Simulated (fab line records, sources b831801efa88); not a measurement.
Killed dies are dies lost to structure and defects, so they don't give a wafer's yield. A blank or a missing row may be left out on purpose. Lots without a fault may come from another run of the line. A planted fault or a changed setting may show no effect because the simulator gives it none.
Which tool did it? | flow sky130 | 13 lots, 39 wafers sampled, at 1 step of a route of 708

WHAT THE GAUGES READ, wafer by wafer
SKY_LI_CONTACT_OVL_MEAS_13.
lot  | measured     | on         | LI_CONTACT_OVL (nm)
L157 | day 29 21:07 | overlay-01 | -3 -4 -2
L156 | day 29 23:16 | overlay-02 | 4 8 7
L158 | day 30 09:30 | overlay-01 | 1 -3 -11
L162 | day 31 12:39 | overlay-01 | -11 -3 -10
L163 | day 31 15:58 | overlay-01 | -7 -3 -8
L164 | day 32 00:40 | overlay-02 | -12 -7 -2
L167 | day 33 00:05 | overlay-01 | 4 -4 3
L168 | day 33 06:57 | overlay-01 | 5 4 -9
L175 | day 35 04:05 | overlay-02 | 4 -4 -4
L176 | day 35 14:12 | overlay-01 | -4 -4 -6
L177 | day 36 06:05 | overlay-01 | -6 0 0
L178 | day 36 13:40 | overlay-01 | -2 -5 2
L179 | day 37 00:39 | overlay-02 | 3 1 -2

WHICH TOOL RAN EACH LOT (tool, then ch and the chambers of the sampled wafers, then the start)
The record holds no process step before these readings.

WHAT THE TOOLS THEMSELVES READ (means of the sampled wafers that have a number; where no wafer has one, the mark that the record gives instead)
The record holds no such reading with a usual standard deviation.

THE ANSWER, worked out from the rows above alone
Rule: what is usual is taken from the lots themselves. Put in order of their means at a reading, lots are off if they are a third of the lots or fewer, leave a main group of 4 or more, and stand apart from it by a gap of 3 or more times the standard deviation of the main group's means; of several such gaps the widest counts. A main group whose means are all the same, to the digits that the tables above print for the reading, isn't used. A lot without any number at a reading at which 4 lots or more have one is off too. The other lots that the step has rows for count as sound. The gauges are gone through in route order, then the tools' own readings, and for those a lot's mean is taken as printed above. The first step at which some lot is off is used, and at that step the reading that is off furthest; a lot without a number counts as furthest.
No lot is off at any reading shown: from this, nothing can be told.

WHAT THE SIMULATOR HAD PUT IN
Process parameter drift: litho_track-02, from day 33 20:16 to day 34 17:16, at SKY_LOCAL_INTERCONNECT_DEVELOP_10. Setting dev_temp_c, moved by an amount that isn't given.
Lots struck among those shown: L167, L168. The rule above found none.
